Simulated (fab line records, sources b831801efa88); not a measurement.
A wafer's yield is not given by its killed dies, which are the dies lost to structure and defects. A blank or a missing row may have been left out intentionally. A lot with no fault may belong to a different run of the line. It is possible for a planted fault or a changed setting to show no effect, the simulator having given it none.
Which tool is to blame?    flow gf180mcu    at 1 step of a route of 602, 13 lots with 39 wafers sampled

== WHAT THE GAUGES READ, wafer by wafer ==
GF_V2_BOW_MEAS_05. Usual: V2_BOW typically reads 99 um, with standard deviation 7.4.
lot   measured      on             V2_BOW (um)  flag
L456  day 19 07:23  film metro-01  100 94 103   
L457  day 19 15:52  film metro-04  97 106 92    
L462  day 21 22:42  film metro-02  106 102 85   
L464  day 22 09:10  film metro-01  109 98 118   
L465  day 22 21:51  film metro-04  105 97 102   
L466  day 23 07:54  film metro-02  96 93 96     
L467  day 23 16:15  film metro-01  94 92 96     
L468  day 24 00:04  film metro-01  109 90 100   
L469  day 24 03:19  film metro-04  95 101 92    
L470  day 24 11:58  film metro-01  100 105 98   
L474  day 25 15:14  film metro-04  106 106 108  
L477  day 26 15:37  film metro-02  101 104 94   
L478  day 26 20:45  film metro-01  85 84 101    

== TOOL THAT RAN EACH LOT (tool first, then ch and the chambers of the sampled wafers, then the start) ==
There is no process step in the record ahead of these readings.

== AS READ BY THE TOOLS THEMSELVES (means over the sampled wafers that have a number; for cases with no such wafer, the mark the record gives instead) ==
The record holds no such reading with a usual standard deviation.

== THE ANSWER, worked out from the rows above alone ==
Rule: a lot is off if the mean of its wafers that have a number lies more than 3 standard deviations from the usual mean. A lot without any number at a reading at which 4 lots or more have one is off too. All remaining lots with rows at the step are treated as sound. After the gauges, taken in route order, come the tools' own readings; for these a lot's mean is taken, as printed above. The first step at which some lot is off is used, and at that step the reading that is off furthest; a lot without a number counts as furthest.
Nothing can be told from this: no lot is off at any reading shown.

== WHAT THE SIMULATOR PUT IN ==
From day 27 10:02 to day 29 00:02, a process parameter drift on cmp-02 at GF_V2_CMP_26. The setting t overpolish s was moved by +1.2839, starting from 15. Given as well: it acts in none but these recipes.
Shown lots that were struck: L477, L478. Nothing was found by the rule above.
